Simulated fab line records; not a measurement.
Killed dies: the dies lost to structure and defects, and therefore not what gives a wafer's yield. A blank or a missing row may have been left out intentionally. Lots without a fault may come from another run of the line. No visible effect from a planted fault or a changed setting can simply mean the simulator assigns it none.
fab line records	flow sky130
record lots=12	wafers=36	last_day=50
route steps=708 shown DNWELL@44 PWDE@53 SONOS_TUNNEL@166 RES_XHIGH@341
lots that met no fault: taken from a fault-free run of the same line
start_h: the number of hours between the record's first day and the start of the first shown wafer of the lot	wait_h: hours since the lot's step before	" identical to the entry in the row above	L1.1+2: one row covering several wafers at once	- either no value or no given start	* or withheld: withheld	< > ~ a bound
route shown NAME@n: names a module that has steps shown in the file, with the first one's number in the route	usual: mean/standard deviation taken from wafers without a fault	same: alike in all rows	chamber/n: place in a boat	sites: the reading at each site	_std_site: their standard deviation	_edge_site: inner sites' mean taken away from outer sites' mean	radius_mm: how far each site lies from the wafer's centre	mask NAME#n: copy n	behind: tool/chamber where the wafer was last shaped	hold: why the lot went on hold/how many hours it stayed there/how the hold came to an end	device: the n, p or np transistor that did not switch	end of line: the route-end tests of the same wafers	a step without rows: its recipe alone	killed: dies that structure and defects cost at the first sort, which is not the same as the wafer's yield	map: the dies of a wafer, with x for killed, . for not killed, _ for no die there
set.NAME: the setting that was run; set.NAME@STEP: the one run at that earlier step	model.NAME: the simulator's own value behind a step, which no gauge read
steps of the route over a sample of lots; a table a step, a row a wafer
services: the hour from which a tool's chamber was out of use, counted from the record's first day as start_h (under 0 if before that day), plus the number of hours and why
## steps
# step SKY_DNWELL_TW_MEAS_09
# usual DNWELL_TW=1106/16
lot.wafer	tool	chamber	start_h	wait_h	DNWELL_TW
L111.2	film_metro-04	-	62.10	0.1	1134
L111.3	"	-	"	"	1129
L111.4	"	-	"	"	1134
L114.1	film_metro-03	-	70.86	0.1	1097
L114.2	"	-	"	"	1089
L114.3	"	-	"	"	1094
L115.1	film_metro-01	-	79.91	0.1	1102
L115.4	"	-	"	"	1097
L115.5	"	-	"	"	1107
L116.1	film_metro-04	-	84.44	0.1	1126
L116.5	"	-	"	"	1131
L116.6	"	-	"	"	1127
L117.3	film_metro-03	-	88.06	0.1	1102
L117.4	"	-	"	"	1101
L117.6	"	-	"	"	1092
L121.2	film_metro-04	-	111.05	0.1	1124
L121.3	"	-	"	"	1133
L121.4	"	-	"	"	1129
L123.4	film_metro-01	-	124.29	0.1	1094
L123.5	"	-	"	"	1100
L123.6	"	-	"	"	1096
L124.1	film_metro-01	-	129.29	0.1	1102
L124.4	"	-	"	"	1104
L124.5	"	-	"	"	1103
L128.2	film_metro-01	-	145.40	0.1	1104
L128.3	"	-	"	"	1106
L128.5	"	-	"	"	1101
L129.1	film_metro-01	-	152.94	0.1	1098
L129.2	"	-	"	"	1101
L129.6	"	-	"	"	1099
L132.1	film_metro-04	-	170.44	0.1	1133
L132.2	"	-	"	"	1123
L132.4	"	-	"	"	1132
L133.1	film_metro-03	-	172.44	0.1	1092
L133.2	"	-	"	"	1087
L133.5	"	-	"	"	1092
# step SKY_PWDE_IMPLANT_08
# recipe species=B	energy_kev=150	dose_cm2=3.6e+12	tilt_deg=withheld
# usual dose_ions_cm2=3.6e+12/4.7e+09	faraday_current_uA=20.3/0.39
lot.wafer	tool	chamber	start_h	wait_h	dose_ions_cm2	faraday_current_uA
L111.2	implanter-02	0	80.90	0.0	3.6e+12	20.1
L111.3	"	0	"	"	3.6e+12	20.2
L111.4	"	0	"	"	3.59e+12	20.7
L114.1	implanter-04	0	88.17	0.0	3.603e+12	20.3
L114.2	"	0	"	"	3.593e+12	20.0
L114.3	"	0	"	"	3.602e+12	20.9
L115.1	implanter-02	0	97.37	0.0	3.595e+12	19.8
L115.4	"	0	"	"	3.594e+12	20.4
L115.5	"	0	"	"	3.592e+12	20.5
L116.1	implanter-03	0	102.07	0.0	3.602e+12	20.7
L116.5	"	0	"	"	3.608e+12	20.9
L116.6	"	0	"	"	3.602e+12	19.8
L117.3	implanter-03	0	105.56	0.1	3.605e+12	21.1
L117.4	"	0	"	"	3.609e+12	20.2
L117.6	"	0	"	"	3.595e+12	20.5
L121.2	implanter-03	0	129.50	0.0	1.243e+12	7.2
L121.3	"	0	"	"	1.236e+12	6.7
L121.4	"	0	"	"	1.233e+12	6.9
L123.4	implanter-02	0	144.43	0.1	3.6e+12	20.4
L123.5	"	0	"	"	3.604e+12	20.6
L123.6	"	0	"	"	3.597e+12	20.5
L124.1	implanter-03	0	150.02	0.0	1.233e+12	7.1
L124.4	"	0	"	"	1.238e+12	6.9
L124.5	"	0	"	"	1.231e+12	6.9
L128.2	implanter-02	0	165.70	0.0	3.607e+12	20.5
L128.3	"	0	"	"	3.607e+12	20.8
L128.5	"	0	"	"	3.608e+12	19.8
L129.1	implanter-02	0	173.52	0.0	3.603e+12	20.2
L129.2	"	0	"	"	3.599e+12	19.9
L129.6	"	0	"	"	3.604e+12	20.5
L132.1	implanter-02	0	190.86	0.0	3.592e+12	20.1
L132.2	"	0	"	"	3.599e+12	20.2
L132.4	"	0	"	"	3.595e+12	21.1
L133.1	implanter-02	0	194.12	0.0	3.601e+12	20.5
L133.2	"	0	"	"	3.601e+12	20.8
L133.5	"	0	"	"	3.595e+12	20.9
# step SKY_PWDE_TW_MEAS_10
# usual PWDE_TW=371/5.2
lot.wafer	tool	chamber	start_h	wait_h	PWDE_TW
L111.2	film_metro-04	-	81.13	0.1	377
L111.3	"	-	"	"	377
L111.4	"	-	"	"	378
L114.1	film_metro-04	-	88.42	0.1	378
L114.2	"	-	"	"	379
L114.3	"	-	"	"	380
L115.1	film_metro-04	-	97.62	0.1	378
L115.4	"	-	"	"	380
L115.5	"	-	"	"	380
L116.1	film_metro-04	-	102.32	0.1	376
L116.5	"	-	"	"	377
L116.6	"	-	"	"	379
L117.3	film_metro-03	-	105.78	0.1	365
L117.4	"	-	"	"	365
L117.6	"	-	"	"	366
L121.2	film_metro-03	-	129.73	0.1	266
L121.3	"	-	"	"	266
L121.4	"	-	"	"	267
L123.4	film_metro-03	-	144.64	0.1	365
L123.5	"	-	"	"	367
L123.6	"	-	"	"	370
L124.1	film_metro-04	-	150.27	0.1	275
L124.4	"	-	"	"	276
L124.5	"	-	"	"	276
L128.2	film_metro-01	-	165.93	0.1	368
L128.3	"	-	"	"	369
L128.5	"	-	"	"	370
L129.1	film_metro-01	-	173.77	0.1	369
L129.2	"	-	"	"	368
L129.6	"	-	"	"	370
L132.1	film_metro-04	-	191.11	0.1	379
L132.2	"	-	"	"	381
L132.4	"	-	"	"	380
L133.1	film_metro-01	-	194.37	0.1	370
L133.2	"	-	"	"	369
L133.5	"	-	"	"	369
# step SKY_NWELL_RS_MEAS_31
# recipe thk_meas_gauge=four-point-probe
# usual PWDE_RS=5269/17
lot.wafer	tool	chamber	start_h	wait_h	PWDE_RS[ohm/sq]
L111.2	film_metro-03	-	117.73	0.1	5252
L111.3	"	-	"	"	5249
L111.4	"	-	"	"	5241
L114.1	film_metro-04	-	126.91	0.1	5266
L114.2	"	-	"	"	5275
L114.3	"	-	"	"	5249
L115.1	film_metro-03	-	137.18	0.1	5247
L115.4	"	-	"	"	5235
L115.5	"	-	"	"	5240
L116.1	film_metro-03	-	140.58	0.1	5269
L116.5	"	-	"	"	5268
L116.6	"	-	"	"	5262
L117.3	film_metro-03	-	145.29	0.1	5294
L117.4	"	-	"	"	5304
L117.6	"	-	"	"	5284
L121.2	film_metro-01	-	172.29	0.1	-
L121.3	"	-	"	"	-
L121.4	"	-	"	"	-
L123.4	film_metro-04	-	188.39	0.1	5264
L123.5	"	-	"	"	5278
L123.6	"	-	"	"	5260
L124.1	film_metro-01	-	194.00	0.1	-
L124.4	"	-	"	"	-
L124.5	"	-	"	"	-
L128.2	film_metro-01	-	211.59	0.1	5300
L128.3	"	-	"	"	5281
L128.5	"	-	"	"	5305
L129.1	film_metro-03	-	219.65	0.1	5233
L129.2	"	-	"	"	5229
L129.6	"	-	"	"	5221
L132.1	film_metro-03	-	238.68	0.1	5293
L132.2	"	-	"	"	5286
L132.4	"	-	"	"	5274
L133.1	film_metro-03	-	241.47	0.1	5262
L133.2	"	-	"	"	5280
L133.5	"	-	"	"	5272
# step SKY_SONOS_TUNNEL_TW_MEAS_12
# usual SONOS_TUNNEL_TW=198.4/2
lot.wafer	tool	chamber	start_h	wait_h	SONOS_TUNNEL_TW
L111.2	film_metro-02	-	274.61	0.0	198.5
L111.3	"	-	"	"	199.1
L111.4	"	-	"	"	199.3
L114.1	film_metro-04	-	284.55	0.0	199.6
L114.2	"	-	"	"	200.1
L114.3	"	-	"	"	199.6
L115.1	film_metro-02	-	297.78	0.0	199.1
L115.4	"	-	"	"	200.1
L115.5	"	-	"	"	200.0
L116.1	film_metro-01	-	302.40	0.0	194.8
L116.5	"	-	"	"	194.7
L116.6	"	-	"	"	195.2
L117.3	film_metro-02	-	307.45	0.0	199.8
L117.4	"	-	"	"	198.6
L117.6	"	-	"	"	200.2
L121.2	film_metro-01	-	342.97	0.0	195.2
L121.3	"	-	"	"	194.5
L121.4	"	-	"	"	195.3
L123.4	film_metro-04	-	365.08	0.0	199.9
L123.5	"	-	"	"	199.0
L123.6	"	-	"	"	200.5
L124.1	film_metro-02	-	372.09	0.0	199.0
L124.4	"	-	"	"	199.9
L124.5	"	-	"	"	199.1
L128.2	film_metro-04	-	396.57	0.0	200.9
L128.3	"	-	"	"	199.9
L128.5	"	-	"	"	200.0
L129.1	film_metro-01	-	406.48	0.0	194.2
L129.2	"	-	"	"	195.2
L129.6	"	-	"	"	193.7
L132.1	film_metro-02	-	431.16	0.0	198.4
L132.2	"	-	"	"	198.3
L132.4	"	-	"	"	199.0
L133.1	film_metro-01	-	433.01	0.0	193.7
L133.2	"	-	"	"	195.9
L133.5	"	-	"	"	195.7
# step SKY_RES_XHIGH_TW_MEAS_09
# usual RES_XHIGH_TW=1634/18
lot.wafer	tool	chamber	start_h	wait_h	RES_XHIGH_TW
L111.2	film_metro-03	-	650.84	0.1	1612
L111.3	"	-	"	"	1603
L111.4	"	-	"	"	1607
L114.1	film_metro-01	-	665.81	0.1	1631
L114.2	"	-	"	"	1627
L114.3	"	-	"	"	1633
L115.1	film_metro-01	-	675.96	0.1	1632
L115.4	"	-	"	"	1638
L115.5	"	-	"	"	1621
L116.1	film_metro-02	-	687.23	0.1	1676
L116.5	"	-	"	"	1670
L116.6	"	-	"	"	1670
L117.3	film_metro-01	-	695.30	0.1	1632
L117.4	"	-	"	"	1632
L117.6	"	-	"	"	1627
L121.2	film_metro-01	-	728.99	0.1	1616
L121.3	"	-	"	"	1625
L121.4	"	-	"	"	1616
L123.4	film_metro-03	-	750.16	0.1	1611
L123.5	"	-	"	"	1604
L123.6	"	-	"	"	1610
L124.1	film_metro-03	-	753.86	0.1	1618
L124.4	"	-	"	"	1616
L124.5	"	-	"	"	1607
L128.2	film_metro-02	-	776.24	0.1	1647
L128.3	"	-	"	"	1652
L128.5	"	-	"	"	1647
L129.1	film_metro-02	-	787.76	0.1	1646
L129.2	"	-	"	"	1644
L129.6	"	-	"	"	1648
L133.1	film_metro-01	-	806.31	0.1	1620
L133.2	"	-	"	"	1619
L133.5	"	-	"	"	1620
L132.1	film_metro-03	-	811.21	0.1	1626
L132.2	"	-	"	"	1621
L132.4	"	-	"	"	1640
## services
tool	chamber	start_h	hours	kind
implanter-04	-	81.49	6.4	repair
implanter-02	-	110.73	5.5	pm
implanter-04	-	128.53	3.4	repair
implanter-04	-	130.70	7.0	repair
implanter-02	-	144.88	14.3	pm
implanter-03	-	165.41	4.2	repair
implanter-03	-	176.10	2.7	repair
implanter-04	-	184.62	7.5	pm
## key
first_sign step=SKY_PWDE_IMPLANT_08	reading=dose_ions_cm2	direction=down	sigmas=99+	usual=*	struck=*
effect step=SKY_PWDE_IMPLANT_08	reading=faraday_current_uA	direction=down	sigmas=34	usual=20.3	struck=7.0
effect step=SKY_PWDE_TW_MEAS_10	reading=PWDE_TW	direction=down	sigmas=19	usual=371	struck=271
effect step=SKY_NWELL_RS_MEAS_31	reading=PWDE_RS	direction=missing
met_at SKY_PWDE_IMPLANT_08
struck_lots L121,L124
tester_left_out L121,L124
not_acting_at SKY_DNWELL_TW_MEAS_09,SKY_SONOS_TUNNEL_TW_MEAS_12,SKY_RES_XHIGH_TW_MEAS_09
onset_between 105.56 129.50
fault kind=process_parameter_drift	tool=implanter-03	chamber=-	onset_h=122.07	steps=SKY_PWDE_IMPLANT_08	channel=dose_cm2	offset=*	shape=step	end_h=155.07	acts_in=*	stated=*
# tester_left_out: of these lots the tester's yield and bins aren't shown, on N5 and GAA mostly nor the transistor test; their killed dies are dies lost to structure and defects alone, not to doping, threshold or leakage, so they don't give the yield
